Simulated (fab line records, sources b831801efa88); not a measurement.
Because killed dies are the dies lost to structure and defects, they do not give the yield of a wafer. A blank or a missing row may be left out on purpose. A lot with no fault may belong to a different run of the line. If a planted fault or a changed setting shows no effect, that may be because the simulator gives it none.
8D (eight disciplines) problem report, filled in by code || flow sky130 || the parts of the form that need people (team, actions taken, sign-off) are left out

## 1. WHAT IS WRONG
Wafers free of any fault read 0.285 ohm/sq (standard deviation 0.0058) for LI_CONTACT_W_RS at SKY_LI_CONTACT_RS_MEAS_22, against a mean of 0.377 ohm/sq on 3 wafers of 2 lots. Relative to the usual mean, that is a shift of +16 standard deviations.
The step: measures by four-point-probe.
First seen on wafer L562.6, day 35 06:06, on film_metro-01. The record has a number at this step for 33 wafers belonging to 11 lots. By rule, "out" or "out of limits" means more than 4 standard deviations away from the usual mean. Any other wafer with a number is counted as sound.

## 2. WHAT IT IS AND WHAT IT IS NOT
{"question": "which readings at this step", "is": "LI_CONTACT_W_RS", "is not": "-"}
{"question": "which lots", "is": "L562, L564", "is not": "L544, L545, L548, L549, L551, L555, L556, L558, L566"}
{"question": "which wafers of those lots", "is": "L562.6, L564.3, L564.5", "is not": "L562.1, L562.5, L564.6"}
{"question": "read on which gauges", "is": "film_metro-01", "is not": "film_metro-03, film_metro-04"}
{"question": "when", "is": "from day 35 06:06", "is not": "up to then (26 sound wafers); but 4 sound wafers of L564, L566 came after"}

## 3. WHAT RULES OUT EACH SUSPECT
Counting: any tool at a process step up to the reading remains a suspect provided it ran every lot that is out. Sound lots after the first of them don't rule it out here, since some wafers of a struck lot are sound.
- the gauge at SKY_LI_CONTACT_RS_MEAS_22 is ruled out. All the wafers that are out were read on film_metro-01, but those of them that SKY_LI_CONTACT_CVD_21 has rows for are out there too, on other tools.
- cvd_w-01 at SKY_LI_CONTACT_CVD_21 (deposits W, target thk 400 nm, time 120.56 s): kept. It processed each lot that is out (first: L562, day 35 05:58); up to then, its last sound lot is L555 (day 33 05:07). On those wafers its own readings are out: chamber_pressure_Torr.
- Within cvd_w-01 at SKY_LI_CONTACT_CVD_21, the wafers that are out were processed in chamber 1 and their sound lot-mates in chamber 0.
After counting, what remains is cvd_w-01 at SKY_LI_CONTACT_CVD_21.

## 4. THE CAUSE (what the simulator had put in)
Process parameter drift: cvd_w-01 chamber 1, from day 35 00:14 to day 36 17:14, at SKY_LI_CONTACT_CVD_21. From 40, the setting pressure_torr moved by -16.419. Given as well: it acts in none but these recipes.
Only this tool survived the counting.

## 5. THE CHAIN OF EFFECTS, in route order
Rows list readings where the struck wafers' mean (over those with a number) sits beyond 3 standard deviations from the usual. Only readings for which the record gives a usual standard deviation are gone through. hours: the time from each lot's start at the first step in this table that gives one to its start at this step, as a median over the lots. sigmas: the change in usual standard deviations.
{"hours": 0, "step": "SKY_LI_CONTACT_CVD_21", "reading": "chamber_pressure_Torr", "usual": "39.99 Torr", "on struck wafers": 23.55, "change": -16.44, "sigmas": "-99 or more"}
{"hours": 0, "step": "SKY_LI_CONTACT_RS_MEAS_22", "reading": "LI_CONTACT_W_RS", "usual": "0.285 ohm/sq", "on struck wafers": 0.377, "change": "+0.092", "sigmas": "+16"}
{"hours": 1, "step": "SKY_LI_CONTACT_THK_MEAS_23", "reading": "LI_CONTACT_W_THK", "usual": "382 nm", "on struck wafers": 293, "change": -89, "sigmas": -10}
{"hours": 4, "step": "SKY_LI_CONTACT_CMP_24", "reading": "time_to_endpoint_s", "usual": "96 s", "on struck wafers": 71, "change": -25, "sigmas": -4.8}
Here are the process steps it includes:
- SKY_LI_CONTACT_CVD_21: deposits W, target thk 400 nm, time 120.56 s.
- SKY_LI_CONTACT_CMP_24: polishes, stops on PSG, t overpolish 20 s, target thk 0 nm.

## 6. WHAT WOULD HAVE CAUGHT IT SOONER
The first out-of-limits reading at a measuring or inspecting step in this record came at day 35 06:06, 6 hours after the fault's start at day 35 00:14.
The tool's own readings at SKY_LI_CONTACT_CVD_21 were out on every struck wafer that the step has a row for (chamber_pressure_Torr): an alarm limit on them would have fired on the first of those.
Among the 2 lots that are out, L564 began SKY_LI_CONTACT_CVD_21 on cvd_w-01 after day 35 06:06. A hold on the tool at that time would have spared it.
